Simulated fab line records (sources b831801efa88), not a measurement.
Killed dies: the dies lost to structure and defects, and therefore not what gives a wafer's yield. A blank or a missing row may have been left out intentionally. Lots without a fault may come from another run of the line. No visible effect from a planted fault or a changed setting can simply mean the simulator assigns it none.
Split-lot trial :: flow sfqLine :: 23 wafers read across 5 lots, on a route 325 steps long

## ABOUT THE SPLIT
At SFQ_TRILAYER_I5_LITHO_PEB_147 (peb time 60 s), the setting pebTimeS was moved away from the recipe's 60 s on 5 of the 23 wafers read, by -9.9% to +8.1%. The other wafers ran this setting at the recipe's value.

## FROM THE SPLIT TO THE READING: what the file shows between them, 2 steps
- SFQ_TRILAYER_I5_LITHO_DEVELOP_146: time 60 s
- SFQ_TRILAYER_I5_BARC_OPEN_VIA_ETCH_200: etches BARC in O2, target depth 125 nm, time 41.7 s

## THE READING
I5.cdNm (the simulator's own value, which no gauge read), in nm, at SFQ_TRILAYER_I5_ETCH_VIA_ETCH_147 (etches the open film in CHF3, stops on Nb, target depth 360 nm). The file gives no usual value for it. Here, 18 wafers ran the recipe; their average is 700.2 nm with a standard deviation of 1.8 nm.

wafer: L075.2
tool, chamber at the split: lithoTrack-04, 0
pebTimeS as run, s: 64.89
against the recipe: +8.1%
I5.cdNm, nm: 712.5
against lot-mates on the recipe: +14.0

wafer: L075.3
tool, chamber at the split: lithoTrack-04, 0
pebTimeS as run, s: 60
against the recipe: recipe
I5.cdNm, nm: 699.4
against lot-mates on the recipe: -

wafer: L075.4
tool, chamber at the split: lithoTrack-04, 0
pebTimeS as run, s: 64.89
against the recipe: +8.1%
I5.cdNm, nm: 708.4
against lot-mates on the recipe: +9.9

wafer: L075.5
tool, chamber at the split: lithoTrack-04, 0
pebTimeS as run, s: 60
against the recipe: recipe
I5.cdNm, nm: 697.8
against lot-mates on the recipe: -

wafer: L075.6
tool, chamber at the split: lithoTrack-04, 0
pebTimeS as run, s: 60
against the recipe: recipe
I5.cdNm, nm: 698.2
against lot-mates on the recipe: -

wafer: L076.1
tool, chamber at the split: lithoTrack-04, 0
pebTimeS as run, s: 60
against the recipe: recipe
I5.cdNm, nm: 701.9
against lot-mates on the recipe: -

wafer: L076.2
tool, chamber at the split: lithoTrack-04, 0
pebTimeS as run, s: 60
against the recipe: recipe
I5.cdNm, nm: 702.1
against lot-mates on the recipe: -

wafer: L076.3
tool, chamber at the split: lithoTrack-04, 0
pebTimeS as run, s: 60
against the recipe: recipe
I5.cdNm, nm: 701.1
against lot-mates on the recipe: -

wafer: L076.4
tool, chamber at the split: lithoTrack-04, 0
pebTimeS as run, s: 60
against the recipe: recipe
I5.cdNm, nm: 699.8
against lot-mates on the recipe: -

wafer: L076.5
tool, chamber at the split: lithoTrack-04, 0
pebTimeS as run, s: 60
against the recipe: recipe
I5.cdNm, nm: 700
against lot-mates on the recipe: -

wafer: L080.1
tool, chamber at the split: lithoTrack-04, 0
pebTimeS as run, s: 60
against the recipe: recipe
I5.cdNm, nm: 701.5
against lot-mates on the recipe: -

wafer: L080.2
tool, chamber at the split: lithoTrack-04, 0
pebTimeS as run, s: 60
against the recipe: recipe
I5.cdNm, nm: 703.1
against lot-mates on the recipe: -

wafer: L080.3
tool, chamber at the split: lithoTrack-04, 0
pebTimeS as run, s: 60
against the recipe: recipe
I5.cdNm, nm: 702.6
against lot-mates on the recipe: -

wafer: L080.4
tool, chamber at the split: lithoTrack-04, 0
pebTimeS as run, s: 60
against the recipe: recipe
I5.cdNm, nm: 700.6
against lot-mates on the recipe: -

wafer: L080.5
tool, chamber at the split: lithoTrack-04, 0
pebTimeS as run, s: 60
against the recipe: recipe
I5.cdNm, nm: 701.3
against lot-mates on the recipe: -

wafer: L082.1
tool, chamber at the split: lithoTrack-04, 0
pebTimeS as run, s: 54.04
against the recipe: -9.9%
I5.cdNm, nm: 681.7
against lot-mates on the recipe: -16.5

wafer: L082.3
tool, chamber at the split: lithoTrack-04, 0
pebTimeS as run, s: 54.04
against the recipe: -9.9%
I5.cdNm, nm: 685.4
against lot-mates on the recipe: -12.8

wafer: L082.4
tool, chamber at the split: lithoTrack-04, 0
pebTimeS as run, s: 60
against the recipe: recipe
I5.cdNm, nm: 696.4
against lot-mates on the recipe: -

wafer: L082.5
tool, chamber at the split: lithoTrack-04, 0
pebTimeS as run, s: 54.04
against the recipe: -9.9%
I5.cdNm, nm: 681
against lot-mates on the recipe: -17.2

wafer: L082.6
tool, chamber at the split: lithoTrack-04, 0
pebTimeS as run, s: 60
against the recipe: recipe
I5.cdNm, nm: 700
against lot-mates on the recipe: -

wafer: L085.1
tool, chamber at the split: lithoTrack-04, 0
pebTimeS as run, s: 60
against the recipe: recipe
I5.cdNm, nm: 698.3
against lot-mates on the recipe: -

wafer: L085.2
tool, chamber at the split: lithoTrack-04, 0
pebTimeS as run, s: 60
against the recipe: recipe
I5.cdNm, nm: 700.8
against lot-mates on the recipe: -

wafer: L085.6
tool, chamber at the split: lithoTrack-04, 0
pebTimeS as run, s: 60
against the recipe: recipe
I5.cdNm, nm: 698.5
against lot-mates on the recipe: -

FIT RESULTS
A straight line over all 23 wafers: I5.cdNm changes by +1.59 nm for each +1% of pebTimeS; r = +0.96; the points scatter about the line by 2.1 nm.
The same after taking each lot's own level away (the mean of its wafers on the recipe; 23 wafers): +1.53 nm for each +1%; r = +0.98; scatter 1.4 nm.
The reading moves by 15 nm for the largest change in pebTimeS, on that fit.
Measured against the standard deviation above, the lots' own levels, which go from 698.20 to 701.82 nm, span 2.0 times it.
So the lot-to-lot level changes the slope little: the two slopes agree.
Check: for one of the wafers moved furthest among these (-9.9%), held out of the fit, the line's prediction against its lot-mates is -14.9 nm. It came out at -16.5 nm against them.

## OTHER SPLITS ON THESE WAFERS
Before the reading, these wafers also passed through other splits. Each is held against what the fit with the lots' levels taken away leaves over:
other split on the same wafers: SFQ_TRILAYER_M4_DEP_SPUTTER_091 powerW
wafers away from the commonest value: 8
r with I5.cdNm (lot level and that fit taken away): -0.05

other split on the same wafers: SFQ_TRILAYER_M4_LITHO_COAT_093 resistThkNm
wafers away from the commonest value: 9
r with I5.cdNm (lot level and that fit taken away): -0.10

other split on the same wafers: SFQ_TRILAYER_M4_ETCH_METAL_ETCH_096 timeS
wafers away from the commonest value: 10
r with I5.cdNm (lot level and that fit taken away): +0.25

other split on the same wafers: SFQ_TRILAYER_I4_VIA_BARC_OPEN_VIA_ETCH_146 timeS
wafers away from the commonest value: 8
r with I5.cdNm (lot level and that fit taken away): +0.14

other split on the same wafers: SFQ_TRILAYER_JJ_CE_LITHO_COAT_114 spinRpm
wafers away from the commonest value: 7
r with I5.cdNm (lot level and that fit taken away): +0.10

other split on the same wafers: SFQ_TRILAYER_JJ_CE_ETCH_RIE_118 icpW
wafers away from the commonest value: 8
r with I5.cdNm (lot level and that fit taken away): -0.04

other split on the same wafers: SFQ_TRILAYER_R5_LITHO_COAT_141 resistThkNm
wafers away from the commonest value: 5
r with I5.cdNm (lot level and that fit taken away): -0.14

other split on the same wafers: SFQ_TRILAYER_R5_LITHO_COAT_136 resistThkNm
wafers away from the commonest value: 3
r with I5.cdNm (lot level and that fit taken away): +0.26

## THE WHOLE CHAIN: every reading that the file lists as answering this split, in the file's order
step: SFQ_TRILAYER_I5_BARC_OPEN_VIA_ETCH_200
what it does: etches BARC in O2, target depth 125 nm, time 41.7 s
reading: I5.cdNm (the simulator's own value, which no gauge read)
change (the file's fit): +1.43 nm for each +1% of the setting
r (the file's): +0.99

step: SFQ_TRILAYER_I5_ETCH_VIA_ETCH_147
what it does: etches the open film in CHF3, stops on Nb, target depth 360 nm
reading: I5.cdNm (the simulator's own value, which no gauge read)
change (the file's fit): +1.52 nm for each +1% of the setting
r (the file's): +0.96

## THE FILE'S OWN FIT
I5.cdNm changes by +1.52 nm for each +1% of pebTimeS, r = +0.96.
